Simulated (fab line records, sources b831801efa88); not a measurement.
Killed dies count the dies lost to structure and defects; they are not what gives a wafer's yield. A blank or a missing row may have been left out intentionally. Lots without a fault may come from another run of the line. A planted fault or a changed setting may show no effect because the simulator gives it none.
Which tool did it?    flow sky130    36 wafers sampled from 12 lots at 1 step of a route of 708

WHAT THE GAUGES SHOWED, per wafer
SKY_CONTACT_BOW_MEAS_05.
lot   measured      on            CONTACT_BOW (um)
L442  day 31 18:11  filmMetro-01  80 91 82
L444  day 32 00:47  filmMetro-01  93 87 88
L445  day 32 08:49  filmMetro-04  84 68 78
L446  day 32 09:01  filmMetro-04  80 72 84
L448  day 33 17:02  filmMetro-01  87 86 94
L450  day 33 21:25  filmMetro-01  80 70 84
L458  day 36 12:49  filmMetro-04  78 88 90
L460  day 36 22:37  filmMetro-04  72 79 68
L459  day 36 23:22  filmMetro-03  75 75 88
L462  day 38 20:57  filmMetro-04  88 80 71
L463  day 38 21:54  filmMetro-04  81 75 89
L461  day 39 01:04  filmMetro-04  93 86 79

EACH LOT AND THE TOOL THAT RAN IT (in order: tool; ch and the chambers of the sampled wafers; start)
Record: no process step prior to these readings.

AS READ BY THE TOOLS THEMSELVES (means over the sampled wafers that have a number; for cases with no such wafer, the mark the record gives instead)
The record holds no such reading with a usual standard deviation.

THE ANSWER, worked out from the rows above alone
Rule: the usual values come from the lots themselves. The widest of any qualifying gaps counts: lots, ordered by their means at a reading, are off when they make up no more than a third of the lots, leave a main group of 4 or more, and stand apart from it by 3 or more times the standard deviation of that group's means. A main group is skipped when, at the precision printed for the reading in the tables above, its means are all equal. Also off: a lot with no number at a reading for which 4 or more lots have one. Where the step has rows for the other lots, those lots are counted as sound. Order of review: gauges by route order, followed by the tools' own readings, for which a lot's mean as printed above is used. At the first step where some lot is off, the reading lying furthest off is the one used; lots without a number count as furthest.
None of the lots is off at any reading shown; this tells nothing.

WHAT THE SIMULATOR PUT IN
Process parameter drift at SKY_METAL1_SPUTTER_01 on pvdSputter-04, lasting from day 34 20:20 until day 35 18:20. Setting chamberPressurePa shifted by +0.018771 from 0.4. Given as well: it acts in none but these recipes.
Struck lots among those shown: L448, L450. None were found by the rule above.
